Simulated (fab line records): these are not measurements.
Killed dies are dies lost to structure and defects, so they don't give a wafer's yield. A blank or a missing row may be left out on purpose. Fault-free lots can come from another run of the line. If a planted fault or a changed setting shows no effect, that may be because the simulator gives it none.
The tool behind it: which one?    flow gf180mcu    12 lots, 36 wafers sampled, at 5 steps of a route of 602

## WHAT THE GAUGES SHOWED, per wafer
GF_M4_RS_MEAS_05: a four-point-probe measurement.
lot   measured      on             M4_ALCU_RS (ohm/sq)
L075  day 22 12:10  film-metro-03  0.0720 0.0731 0.0727
L077  day 23 07:35  film-metro-04  0.0734 0.0730 0.0728
L079  day 24 06:32  film-metro-01  0.0724 0.0725 0.0729
L081  day 25 01:49  film-metro-01  0.0725 0.0723 0.0720
L083  day 25 12:02  film-metro-01  0.0726 0.0729 0.0726
L085  day 26 08:40  film-metro-01  0.0733 0.0738 0.0733
L087  day 26 21:20  film-metro-04  0.0715 0.0724 0.0716
L090  day 27 21:56  film-metro-03  0.0713 0.0710 0.0718
L091  day 28 10:32  film-metro-01  0.0725 0.0719 0.0719
L093  day 28 19:02  film-metro-04  0.0726 0.0722 0.0720
L095  day 29 02:22  film-metro-04  0.0714 0.0720 0.0713
L097  day 29 16:04  film-metro-01  0.0723 0.0723 0.0726

## TOOL THAT RAN EACH LOT (tool first, then ch and the chambers of the sampled wafers, then the start)
lot   GF_V2_ETCH_16                       GF_M3_SPUTTER_03              GF_V3_ETCH_17                                  GF_V3_SPUTTER_21
L075  rie-diel-04 ch 0,2,3, day 20 07:56  pvd-sputter-01, day 20 09:26  rie-diel-02 ch 0,2,3, day 22 10:53 or earlier  pvd-sputter-03, day 22 10:53
L077  rie-diel-01 ch 1, day 21 05:09      pvd-sputter-01, day 21 06:46  rie-diel-02 ch 0,3, day 23 06:38 or earlier    pvd-sputter-02, day 23 06:38
L079  rie-diel-03 ch 1,2,3, day 22 03:59  pvd-sputter-03, day 22 05:34  rie-diel-01 ch 0,2,3, day 24 05:38 or earlier  pvd-sputter-03, day 24 05:38
L081  rie-diel-03 ch 0,1,2, day 22 19:41  pvd-sputter-01, day 22 21:12  rie-diel-02 ch 0,1,2, day 24 21:07 or earlier  pvd-sputter-03, day 24 21:07
L083  rie-diel-04 ch 2,3, day 23 11:58    pvd-sputter-02, day 23 13:29  rie-diel-01 ch 1,2, day 25 11:07 or earlier    pvd-sputter-04, day 25 11:07
L085  rie-diel-03 ch 0,1,3, day 24 09:46  pvd-sputter-02, day 24 11:20  rie-diel-02 ch 0,3, day 26 07:44 or earlier    pvd-sputter-04, day 26 07:44
L087  rie-diel-01 ch 0,2,3, day 24 19:10  pvd-sputter-01, day 25 00:37  rie-diel-02 ch 1,2, day 26 20:22 or earlier    pvd-sputter-02, day 26 20:22
L090  rie-diel-03 ch 0,1,2, day 26 00:10  pvd-sputter-02, day 26 01:46  rie-diel-02 ch 0,1,2, day 27 21:01 or earlier  pvd-sputter-04, day 27 21:01
L091  rie-diel-01 ch 0,1, day 26 12:42    pvd-sputter-03, day 26 14:15  rie-diel-02 ch 0,1, day 28 09:36 or earlier    pvd-sputter-02, day 28 09:36
L093  rie-diel-03 ch 1,2,3, day 26 22:30  pvd-sputter-02, day 27 00:02  rie-diel-01 ch 1,2,3, day 28 18:01 or earlier  pvd-sputter-04, day 28 18:01
L095  rie-diel-01 ch 1,2,3, day 27 05:58  pvd-sputter-01, day 27 07:30  rie-diel-01 ch 0,1,2, day 29 01:28 or earlier  pvd-sputter-03, day 29 01:28
L097  rie-diel-03 ch 0,2, day 27 21:08    pvd-sputter-03, day 27 22:40  rie-diel-04 ch 0,3, day 29 15:10 or earlier    pvd-sputter-02, day 29 15:10
- GF_V2_ETCH_16: etches BARC in N2/H2.
- GF_M3_SPUTTER_03: material Ti, target thk 10 nm, time 6.7 s.
- GF_V3_ETCH_17: etches SiO2 in C4F8/O2/Ar, stops on TiN, target depth 635 nm.
- GF_V3_SPUTTER_21: material Ti, target thk 15 nm, time 80.02 s.

## THE ANSWER, worked out from the rows above alone
Rule: the lots themselves supply what counts as usual. Put in order of their means at a reading, lots are off if they are a third of the lots or fewer, leave a main group of 4 or more, and stand apart from it by a gap of 3 or more times the standard deviation of the main group's means; of several such gaps the widest counts. If all means in a main group match to the digits the tables above print for the reading, that group is not used. Also off: a lot with no number at a reading for which 4 or more lots have one. Where the step has rows for the other lots, those lots are counted as sound.
No lot is off on any of the readings shown, so nothing can be concluded from this.

## WHAT HAD BEEN PUT IN BY THE SIMULATOR
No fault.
